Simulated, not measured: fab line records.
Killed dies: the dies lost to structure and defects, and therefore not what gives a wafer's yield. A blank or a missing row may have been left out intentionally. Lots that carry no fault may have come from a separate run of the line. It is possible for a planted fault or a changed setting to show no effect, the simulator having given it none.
The same fault as seen by 2 desks -- flow gf180mcu -- each desk holds nothing but its own numbers, with what lay behind them at the end

## AT THE METROLOGY DESK
What the gauges read, lot by lot, whatever tool the lot ran on: means of the sampled wafers that have a number. A lot is out of limits, marked OUT, if its mean lies more than 4 standard deviations from the usual mean; the brackets give that distance.
Columns: A = MVSD_RS at GF_VT_IMPLANT_RS_MEAS_46, usual 456.8 ohm/sq; B = HV_LDD_OVL at GF_HV_LDD_OVL_MEAS_08, usual -1.1 nm; C = cdNm at GF_HV_LDD_CD_MEAS_31, usual 399.9 nm; D = M1_ALCU_RS at GF_M1_RS_MEAS_05, usual 0.0693 ohm/sq
lot,first seen here,A,B,C,D
L295,day 7 14:38,458.0,-1.3,397.8,0.0699
L296,day 7 19:53,456.2,-1.7,399.0,0.0687
L297,day 8 01:45,455.8,-0.5,397.7,0.0701
L298,day 8 07:54,455.8,1.1,399.5,0.0694
L299,day 8 16:26,458.2,-0.3,398.9,0.0685
L300,day 9 00:23,455.9,-2.5,401.0,0.0689
L302,day 9 14:11,456.6,-2.5,397.4,0.0696
L304,day 10 05:53,455.4,-1.0,402.0,0.0691
L305,day 10 09:02,456.2,1.0,398.0,0.0694
L308,day 11 07:34,443.3 (-11) OUT,-1.4,399.7,0.0701
L309,day 11 11:16,443.8 (-11) OUT,-0.4,400.7,0.0688
L315,day 13 08:49,457.5,0.2,403.2,0.0688
L316,day 13 14:29,458.5,-2.6,397.4,0.0693
L317,day 13 19:20,456.4,-0.4,399.3,0.0685
This desk finds L308, L309 out of limits, with the earliest case on L308 at day 11 07:34 (MVSD_RS at GF_VT_IMPLANT_RS_MEAS_46). L295, L296, L297, L298, L299, L300, L302, L304, L305, L315, L316, L317 stayed within limits.

## THE TOOL OWNER'S DESK: implanter-02
For each lot that ran on this tool, the mean over its sampled wafers that have a number, from the tool's own readings at GF_MVSD_IMPLANT_09. A lot is out of limits, marked OUT, if its mean lies more than 4 standard deviations from the usual mean; the brackets give that distance.
Columns: A = beamOnS at GF_MVSD_IMPLANT_09, usual 9.99 s; B = endStationPressureTorr at GF_MVSD_IMPLANT_09, usual 5.01e-06 Torr; C = faradayCurrentUA at GF_MVSD_IMPLANT_09, usual 28.2
lot,first seen here,A,B,C
L300,day 5 16:35,9.81,5.10e-06,28.7
L304,day 6 15:47,9.90,5.00e-06,28.5
L308,day 7 14:01,12.03 (+10) OUT,4.88e-06,23.4 (-8.4) OUT
L309,day 7 17:46,11.98 (+10) OUT,4.98e-06,23.6 (-8.1) OUT
This desk's verdict: out of limits on L308, L309, starting with L308 at day 7 14:01 (beamOnS at GF_MVSD_IMPLANT_09). L300, L304 stayed within limits.

## BROUGHT TOGETHER
The tool owner's desk had the chance to raise an alarm at day 7 14:01 on L308, L309.
L308, L309 would have let the metrology desk raise an alarm at day 11 07:34.
GF_MVSD_IMPLANT_09 was run on implanter-02 by each of the lots named.

## WHAT WAS PUT IN BY THE SIMULATOR
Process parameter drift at GF_MVSD_IMPLANT_09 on implanter-02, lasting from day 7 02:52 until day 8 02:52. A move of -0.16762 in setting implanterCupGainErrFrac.
Lots struck among those shown: L308, L309.
Fault start to first reading out of limits, in hours, per desk: tool owner, 11; metrology, 101.
